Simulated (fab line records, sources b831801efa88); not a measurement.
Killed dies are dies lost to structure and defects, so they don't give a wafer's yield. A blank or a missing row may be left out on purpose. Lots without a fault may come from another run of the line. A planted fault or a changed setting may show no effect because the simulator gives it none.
fab line records | flow sky130
record lots=14 wafers=42 last_day=50
route steps=708 shown RES_XHIGH@340 LI_CONTACT@378 LOCAL_INTERCONNECT@396 CONTACT@407
lots that met no fault: from a run of the same line without faults
start_h: hours from the record's first day to the start of the lot's first wafer shown | wait_h: hours since the lot's step before | " the same as in the row above | L1.1+2: a row that stands for several wafers | - no value, or no start given | * or withheld: withheld | < > ~ a bound
route shown NAME@n: a module of which the file shows steps, and the number in the route of the first | usual: mean/standard deviation of fault-free wafers | same: alike in all rows | chamber/n: place in a boat | sites: the reading at each site | _std_site: their standard deviation | _edge_site: outer sites' mean less inner sites' | radius_mm: how far each site lies from the wafer's centre | mask NAME#n: copy n | behind: the tool/chamber that last shaped the wafer | hold: why the lot was held/for how many hours/how that ended | device: the transistor (n, p or np) that didn't switch | end of line: the same wafers' tests at the end of the route | a step without rows: its recipe alone | killed: dies lost to structure and defects at the first sort, not the wafer's yield | map: a wafer's dies, x killed, . not, _ none there
set.NAME: the setting as run; set.NAME@STEP: as run at that earlier step | model.NAME: the simulator's own value behind a step, which no gauge read
steps of the route over a sample of lots; a table a step, a row a wafer
services: from which hour (start_h, from the record's first day; less than 0 if before it) a tool's chamber was out of use, for how many hours, and why
## steps
# step SKY_RES_XHIGH_STRIP_08
# recipe chemistry=O2/N2 power_w=1400 pressure_mtorr=1500 platen_temp_c=withheld o2_flow_sccm=3000 n2_flow_sccm=300 overash_fraction=0.5
# usual drypump_motor_current_A=5.59/0.19 n2_flow_sccm=300.0/0.82 oes_product_au=0.711/0.0045 strip_time_to_endpoint_s=14.24/0.037
# columns lot.wafer tool chamber start_h wait_h drypump_motor_current_A n2_flow_sccm oes_product_au rf_hours_counter_h strip_time_to_endpoint_s
L854.1 plasma_asher-01 0 620.19 0.1 5.44 300.6 0.712 50 14.21
L854.5 " 0 " " 5.45 301.7 0.708 - 14.26
L854.6 " 1 " " 5.48 298.9 0.714 - 14.22
L857.1 plasma_asher-03 0 636.63 0.1 5.98 300.2 0.712 23 14.19
L857.2 " 1 " " 5.91 299.4 0.713 23 14.20
L857.5 " 0 " " 5.97 298.7 0.710 - 14.18
L858.1 plasma_asher-02 0 646.24 0.1 5.60 300.2 0.716 86 14.27
L858.5 " 0 " " 5.57 300.6 0.707 - 14.24
L858.6 " 1 " " 5.51 300.7 0.708 - 14.27
L861.2 plasma_asher-01 0 680.29 0.1 5.45 298.9 0.705 56 14.26
L861.3 " 0 " " 5.43 299.6 0.712 - 14.28
L861.6 " 1 " " 5.47 299.2 0.713 - 14.28
L863.1 plasma_asher-02 0 702.98 0.1 5.61 298.5 0.705 91 14.22
L863.2 " 1 " " 5.48 299.7 0.711 91 14.18
L863.4 " 0 " " 5.61 301.3 0.709 - 14.23
L866.1 plasma_asher-02 0 729.09 0.1 5.59 301.1 0.708 94 14.24
L866.2 " 1 " " 5.50 300.9 0.708 94 14.22
L866.6 " 0 " " 5.56 299.7 0.707 - 14.23
L868.2 plasma_asher-01 1 751.60 0.1 5.45 299.8 0.714 64 14.23
L868.5 " 1 " " 5.46 301.7 0.717 - 14.21
L868.6 " 0 " " 5.45 299.9 0.708 - 14.28
L869.1 plasma_asher-02 1 754.60 0.1 5.49 300.6 0.711 1 14.24
L869.3 " 0 " " 5.58 300.5 0.715 - 14.23
L869.5 " 0 " " 5.61 300.2 0.713 - 14.28
L870.1 plasma_asher-02 0 764.33 0.1 5.61 299.9 0.716 2 14.22
L870.2 " 1 " " 5.51 300.4 0.703 2 14.27
L870.4 " 0 " " 5.60 299.2 0.704 - 14.24
L871.1 plasma_asher-02 1 767.93 0.1 5.49 300.3 0.716 2 14.25
L871.3 " 1 " " 5.50 300.5 0.710 - 14.28
L871.6 " 1 " " 5.48 301.2 0.712 - 14.25
L874.4 plasma_asher-01 0 780.17 0.1 5.44 299.0 0.716 - 14.21
L874.5 " 1 " " 5.44 299.3 0.712 - 14.21
L874.6 " 0 " " 5.44 298.7 0.714 - 14.18
L875.2 plasma_asher-03 0 782.79 0.1 5.98 299.9 0.713 38 14.21
L875.4 " 1 " " 5.93 300.5 0.714 - 14.18
L875.6 " 1 " " 5.94 300.0 0.710 - 14.23
L876.1 plasma_asher-03 1 793.28 0.1 5.90 300.0 0.708 39 14.25
L876.4 " 1 " " 5.91 300.4 0.711 - 14.34
L876.6 " 1 " " 5.93 300.0 0.706 - 14.32
L877.3 plasma_asher-01 0 800.52 0.1 5.42 301.2 0.710 - 14.26
L877.5 " 1 " " 5.46 299.3 0.709 - 14.24
L877.6 " 0 " " 5.45 300.4 0.711 - 14.26
# step SKY_LI_CONTACT_STRIP_16
# recipe chemistry=O2/N2 power_w=1400 pressure_mtorr=1500 platen_temp_c=withheld o2_flow_sccm=3000 n2_flow_sccm=300 overash_fraction=0.5
# usual drypump_motor_current_A=5.42/0.18 n2_flow_sccm=300.0/0.97 oes_product_au=0.374/0.0047 strip_time_to_endpoint_s=3.47/0.038
# columns lot.wafer tool chamber start_h wait_h drypump_motor_current_A n2_flow_sccm oes_product_au rf_hours_counter_h strip_time_to_endpoint_s
L854.1 plasma_asher-01 0 679.56 - 5.44 301.6 0.366 56 3.45
L854.5 " 1 " " 5.45 300.4 0.367 - 3.45
L854.6 " 0 " " 5.43 300.3 0.383 - 3.44
L857.1 plasma_asher-01 0 694.87 - 5.41 298.0 0.371 58 3.53
L857.2 " 1 " " 5.48 301.0 0.375 58 3.55
L857.5 " 1 " " 5.44 300.5 0.379 - 3.52
L858.1 plasma_asher-02 0 704.96 - 5.67 300.7 0.367 91 3.44
L858.5 " 0 " " 5.63 299.9 0.367 - 3.52
L858.6 " 1 " " 5.47 299.7 0.382 - 3.47
L861.2 plasma_asher-04 0 737.37 - 5.34 299.7 0.373 95 3.41
L861.3 " 1 " " 4.97 301.6 0.374 - 3.45
L861.6 " 0 " " 5.30 299.3 0.380 - 3.44
L863.1 plasma_asher-04 0 759.36 - 5.33 301.3 0.371 97 3.47
L863.2 " 1 " " 5.01 298.2 0.377 97 3.42
L863.4 " 1 " " 5.00 298.3 0.379 - 3.57
L866.1 plasma_asher-01 1 785.97 - 5.45 298.3 0.372 67 3.48
L866.2 " 0 " " 5.44 298.3 0.367 67 3.43
L866.6 " 0 " " 5.46 298.9 0.375 - 3.43
L868.2 plasma_asher-04 1 808.01 - 4.97 301.1 0.368 101 3.48
L868.5 " 0 " " 5.39 300.1 0.379 - 3.47
L868.6 " 1 " " 4.99 300.0 0.373 - 3.41
L869.1 plasma_asher-01 1 810.61 - 5.49 300.7 0.385 70 3.44
L869.3 " 1 " " 5.43 300.7 0.369 - 3.44
L869.5 " 1 " " 5.49 301.5 0.363 - 3.45
L870.1 plasma_asher-04 1 819.76 - 4.99 299.6 0.370 102 3.46
L870.2 " 0 " " 5.32 299.6 0.374 102 3.46
L870.4 " 0 " " 5.35 298.8 0.373 - 3.44
L871.1 plasma_asher-01 0 823.31 - 5.46 300.9 0.372 71 3.49
L871.3 " 1 " " 5.47 299.4 0.376 - 3.48
L871.6 " 1 " " 5.48 300.6 0.369 - 3.49
L874.4 plasma_asher-02 1 833.91 - 5.48 301.6 0.377 - 3.48
L874.5 " 1 " " 5.52 300.0 0.369 - 3.48
L874.6 " 0 " " 5.60 300.6 0.379 - 3.52
L875.2 plasma_asher-02 1 837.97 - 5.51 302.4 0.375 9 3.40
L875.4 " 0 " " 5.59 301.0 0.368 - 3.43
L875.6 " 1 " " 5.50 301.5 0.380 - 3.42
L876.1 plasma_asher-02 0 847.77 - 5.60 299.5 0.375 11 3.45
L876.4 " 1 " " 5.48 299.4 0.370 - 3.47
L876.6 " 1 " " 5.50 299.5 0.364 - 3.44
L877.3 plasma_asher-01 1 855.36 - 5.45 298.0 0.375 - 3.44
L877.5 " 1 " " 5.47 299.8 0.375 - 3.52
L877.6 " 0 " " 5.45 300.3 0.375 - 3.46
# step SKY_LOCAL_INTERCONNECT_PEB_09
# recipe peb_temp_c=withheld peb_time_s=withheld resist=KrF-thick
# usual chill_plate_temp_C=* exhaust_pa=45.1/0.99
# columns lot.wafer tool chamber start_h wait_h chill_plate_temp_C exhaust_pa
L854.1 litho_track-01 0 707 - * 46.3
L854.5 " 0 " " * 44.3
L854.6 " 0 " " * 46.1
L857.1 litho_track-01 0 723 - * 45.2
L857.2 " 0 724 - * 45.8
L857.5 " 0 " " * 44.7
L858.1 litho_track-04 0 733 - * 44.5
L858.5 " 0 734 - * 45.0
L858.6 " 0 " " * 44.5
L861.2 litho_track-01 0 765 - * 45.9
L861.3 " 0 " " * 44.5
L861.6 " 0 " " * 45.5
L863.1 litho_track-01 0 787 - * 45.6
L863.2 " 0 " " * 44.8
L863.4 " 0 " " * 46.0
L866.1 litho_track-03 0 813 - * 45.4
L866.2 " 0 " " * 44.6
L866.6 " 0 " " * 45.0
L868.2 litho_track-01 0 834 - * 44.8
L868.5 " 0 " " * 43.1
L868.6 " 0 " " * 43.6
L869.1 litho_track-01 - 837 - - -
L869.3 " - " " - -
L869.5 " - " " - -
L870.1 litho_track-01 - 845 - - -
L870.2 " - " " - -
L870.4 " - " " - -
L871.1 litho_track-03 0 850 - * 46.4
L871.3 " 0 " " * 44.0
L871.6 " 0 " " * 45.0
L874.4 litho_track-01 0 860 - * 46.4
L874.5 " 0 " " * 44.3
L874.6 " 0 " " * 45.6
L875.2 litho_track-04 0 864 - * 45.3
L875.4 " 0 " " * 46.1
L875.6 " 0 " " * 45.2
L876.1 litho_track-01 0 874 - * 42.8
L876.4 " 0 " " * 42.7
L876.6 " 0 " " * 44.0
L877.3 litho_track-04 0 881 - * 45.8
L877.5 " 0 882 - * 45.4
L877.6 " 0 " " * 46.3
# step SKY_CONTACT_THK_MEAS_01
# recipe reads=Si3N4_of_CONTACT_CVD_00
# usual CONTACT_CVD_00_THK=75.2/1
# columns lot.wafer tool chamber start_h wait_h CONTACT_CVD_00_THK[nm]
L854.1 film_metro-01 - 709.19 - 75.1
L854.5 " - " " 75.6
L854.6 " - " " 75.0
L857.1 film_metro-01 - 725.35 - 74.6
L857.2 " - " " 76.0
L857.5 " - " " 76.3
L858.1 film_metro-03 - 735.18 - 73.7
L858.5 " - " " 75.9
L858.6 " - " " 76.1
L861.2 film_metro-02 - 767.15 - 75.5
L861.3 " - " " 75.4
L861.6 " - " " 74.7
L863.1 film_metro-03 - 788.51 - 73.7
L863.2 " - " " 75.0
L863.4 " - " " 75.0
L866.1 film_metro-02 - 814.83 - 76.6
L866.2 " - " " 76.2
L866.6 " - " " 77.5
L868.2 film_metro-02 - 835.85 - 73.6
L868.5 " - " " 74.3
L868.6 " - " " 76.0
L871.1 film_metro-02 - 851.46 - 75.7
L871.3 " - " " 75.2
L871.6 " - " " 76.8
L874.4 film_metro-01 - 861.82 - 75.9
L874.5 " - " " 75.3
L874.6 " - " " 76.1
L875.2 film_metro-02 - 865.75 - 74.0
L875.4 " - " " 75.7
L875.6 " - " " 75.6
L876.1 film_metro-01 - 876.02 - 73.9
L876.4 " - " " 75.5
L876.6 " - " " 75.2
L877.3 film_metro-03 - 883.20 - 75.3
L877.5 " - " " 75.9
L877.6 " - " " 76.8
## services
# columns tool chamber start_h hours kind
plasma_asher-01 - 616.12 4.0 pm
plasma_asher-02 - 691.14 0.9 repair
plasma_asher-01 - 717.59 0.9 repair
plasma_asher-02 - 733.75 9.0 pm
plasma_asher-02 0 733.75 9.0 vent_cycle
plasma_asher-02 1 733.75 9.0 vent_cycle
plasma_asher-02 0 742.75 - clean
plasma_asher-02 1 742.75 - clean
plasma_asher-04 - 754.59 1.5 repair
plasma_asher-02 - 757.77 2.8 pm
plasma_asher-04 - 772.36 2.8 pm
plasma_asher-04 - 789.88 3.2 repair
plasma_asher-03 - 819.31 2.8 pm
plasma_asher-03 - 833.50 15.6 pm
plasma_asher-03 - 861.53 4.5 repair
plasma_asher-01 - 881.68 0.9 repair
## key
first_sign step=SKY_LOCAL_INTERCONNECT_PEB_09 reading=tool_record direction=missing
effect none on later readings
met_at SKY_LOCAL_INTERCONNECT_PEB_09
struck_lots L869,L870
later_rows_left_out L869.1,L869.3,L869.5,L870.1,L870.2,L870.4
sort_left_out L869.1,L869.3,L869.5,L870.1,L870.2,L870.4
tester_left_out L869,L870
not_acting_at SKY_RES_XHIGH_STRIP_08,SKY_LI_CONTACT_STRIP_16,SKY_CONTACT_THK_MEAS_01
onset_between 834 837
fault kind=skipped_step_whole tool=litho_track-01 chamber=- onset_h=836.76 steps=SKY_LOCAL_INTERCONNECT_PEB_09 scope=struck_lots_only
# tester_left_out: of these lots the tester's yield and bins aren't shown, on N5 and GAA mostly nor the transistor test; their killed dies are dies lost to structure and defects alone, not to doping, threshold or leakage, so they don't give the yield
# sort_left_out: the simulated sort isn't trusted on such a fault, so these wafers' sort isn't shown, and their yield isn't known
# later_rows_left_out: the simulator's readings of these wafers behind a module that went badly wrong aren't trusted and aren't shown, but for the sort
